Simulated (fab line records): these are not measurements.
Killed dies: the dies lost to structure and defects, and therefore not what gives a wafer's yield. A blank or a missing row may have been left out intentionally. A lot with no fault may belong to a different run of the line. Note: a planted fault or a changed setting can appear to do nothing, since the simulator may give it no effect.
Which tool was responsible? :: flow gf180mcu :: 24 lots, 72 wafers sampled, at 2 steps of a route of 602

== WHAT EACH GAUGE READ, for each wafer ==
GF_VT_IMPLANT_RS_MEAS_47: the measuring method here is four-point-probe.
lot: L074
measured: day 7 18:04
on: filmMetro-04
NWELL_RS (ohm/sq): 487.8 486.7 487.2

lot: L075
measured: day 8 06:19
on: filmMetro-02
NWELL_RS (ohm/sq): 487.0 487.7 487.3

lot: L076
measured: day 8 07:44
on: filmMetro-04
NWELL_RS (ohm/sq): 486.0 487.7 488.7

lot: L077
measured: day 8 15:37
on: filmMetro-02
NWELL_RS (ohm/sq): 488.4 488.4 486.9

lot: L078
measured: day 8 20:02
on: filmMetro-04
NWELL_RS (ohm/sq): 489.2 487.6 489.2

lot: L079
measured: day 9 01:55
on: filmMetro-04
NWELL_RS (ohm/sq): 485.8 487.8 485.5

lot: L080
measured: day 9 13:14
on: filmMetro-03
NWELL_RS (ohm/sq): 489.6 489.2 488.6

lot: L081
measured: day 9 18:47
on: filmMetro-03
NWELL_RS (ohm/sq): 487.7 486.5 487.8

lot: L082
measured: day 9 21:45
on: filmMetro-04
NWELL_RS (ohm/sq): 489.5 487.7 489.8

lot: L083
measured: day 10 05:14
on: filmMetro-03
NWELL_RS (ohm/sq): 487.7 487.1 487.7

lot: L084
measured: day 10 07:00
on: filmMetro-04
NWELL_RS (ohm/sq): 486.8 487.4 487.8

lot: L085
measured: day 10 17:19
on: filmMetro-04
NWELL_RS (ohm/sq): 488.2 486.8 487.1

lot: L086
measured: day 10 21:20
on: filmMetro-02
NWELL_RS (ohm/sq): 489.1 489.3 490.9

lot: L087
measured: day 11 04:38
on: filmMetro-03
NWELL_RS (ohm/sq): 487.2 486.6 488.3

lot: L088
measured: day 11 11:23
on: filmMetro-03
NWELL_RS (ohm/sq): 489.8 489.4 489.0

lot: L089
measured: day 11 17:14
on: filmMetro-02
NWELL_RS (ohm/sq): 487.1 487.3 487.0

lot: L090
measured: day 12 02:03
on: filmMetro-02
NWELL_RS (ohm/sq): 488.1 488.0 488.6

lot: L091
measured: day 12 08:31
on: filmMetro-03
NWELL_RS (ohm/sq): 486.2 487.5 486.6

lot: L092
measured: day 12 15:47
on: filmMetro-04
NWELL_RS (ohm/sq): 487.7 488.7 489.3

lot: L093
measured: day 12 20:08
on: filmMetro-03
NWELL_RS (ohm/sq): 487.6 487.4 487.7

lot: L094
measured: day 13 02:56
on: filmMetro-04
NWELL_RS (ohm/sq): 487.3 487.2 486.1

lot: L095
measured: day 13 10:47
on: filmMetro-04
NWELL_RS (ohm/sq): 484.6 486.2 485.0

lot: L096
measured: day 13 16:34
on: filmMetro-02
NWELL_RS (ohm/sq): 489.1 489.3 490.0

lot: L097
measured: day 13 22:14
on: filmMetro-04
NWELL_RS (ohm/sq): 488.6 486.9 487.6

GF_V2_THK_MEAS_01.
lot: L074
measured: day 19 12:32
on: filmMetro-02
V2_CVD_00_THK (nm): 603 603 591

lot: L075
measured: day 20 05:29
on: filmMetro-02
V2_CVD_00_THK (nm): 591 592 603

lot: L076
measured: day 20 07:47
on: filmMetro-03
V2_CVD_00_THK (nm): 592 600 596

lot: L077
measured: day 20 13:28
on: filmMetro-03
V2_CVD_00_THK (nm): 594 599 601

lot: L078
measured: day 21 00:10
on: filmMetro-02
V2_CVD_00_THK (nm): 596 596 601

lot: L079
measured: day 21 08:12
on: filmMetro-04
V2_CVD_00_THK (nm): 598 590 597

lot: L080
measured: day 22 00:36
on: filmMetro-03
V2_CVD_00_THK (nm): 596 594 598

lot: L081
measured: day 22 12:27
on: filmMetro-03
V2_CVD_00_THK (nm): 604 601 597

lot: L082
measured: day 22 14:31
on: filmMetro-04
V2_CVD_00_THK (nm): 601 605 598

lot: L083
measured: day 22 23:23
on: filmMetro-03
V2_CVD_00_THK (nm): 590 593 592

lot: L084
measured: day 22 22:57
on: filmMetro-03
V2_CVD_00_THK (nm): 600 597 604

lot: L085
measured: day 23 12:43
on: filmMetro-02
V2_CVD_00_THK (nm): 600 607 600

lot: L086
measured: day 23 17:40
on: filmMetro-04
V2_CVD_00_THK (nm): 602 601 613

lot: L087
measured: day 24 05:04
on: filmMetro-04
V2_CVD_00_THK (nm): 591 598 606

lot: L088
measured: day 24 10:11
on: filmMetro-03
V2_CVD_00_THK (nm): 603 594 593

lot: L089
measured: day 24 15:25
on: filmMetro-03
V2_CVD_00_THK (nm): 604 608 594

lot: L090
measured: day 25 01:55
on: filmMetro-03
V2_CVD_00_THK (nm): 595 590 600

lot: L091
measured: day 25 10:39
on: filmMetro-02
V2_CVD_00_THK (nm): 600 614 597

lot: L092
measured: day 25 19:07
on: filmMetro-04
V2_CVD_00_THK (nm): 616 602 598

lot: L093
measured: day 26 02:29
on: filmMetro-03
V2_CVD_00_THK (nm): 603 620 609

lot: L094
measured: day 26 04:29
on: filmMetro-02
V2_CVD_00_THK (nm): 596 602 613

lot: L095
measured: day 26 12:06
on: filmMetro-03
V2_CVD_00_THK (nm): 615 619 604

lot: L096
measured: day 26 17:22
on: filmMetro-04
V2_CVD_00_THK (nm): 603 606 598

lot: L097
measured: day 26 23:35
on: filmMetro-03
V2_CVD_00_THK (nm): 601 605 595

== TOOL THAT RAN EACH LOT (tool first, then ch and the chambers of the sampled wafers, then the start) ==
The record holds no process step before these readings.

== WHAT THE TOOLS THEMSELVES READ (means of the sampled wafers that have a number; where no wafer has one, the mark that the record gives instead) ==
The record holds no such reading with a usual standard deviation.

== THE ANSWER, worked out from the rows above alone ==
Rule: the usual values come from the lots themselves. The widest of any qualifying gaps counts: lots, ordered by their means at a reading, are off when they make up no more than a third of the lots, leave a main group of 4 or more, and stand apart from it by 3 or more times the standard deviation of that group's means. A main group whose means are all the same, to the digits that the tables above print for the reading, isn't used. A lot without any number at a reading at which 4 lots or more have one is off too. The other lots that the step has rows for count as sound. After the gauges, taken in route order, come the tools' own readings; for these a lot's mean is taken, as printed above. At the first step where some lot is off, the reading lying furthest off is the one used; lots without a number count as furthest.
Nothing can be told from this: no lot is off at any reading shown.

== WHAT THE SIMULATOR HAD PUT IN ==
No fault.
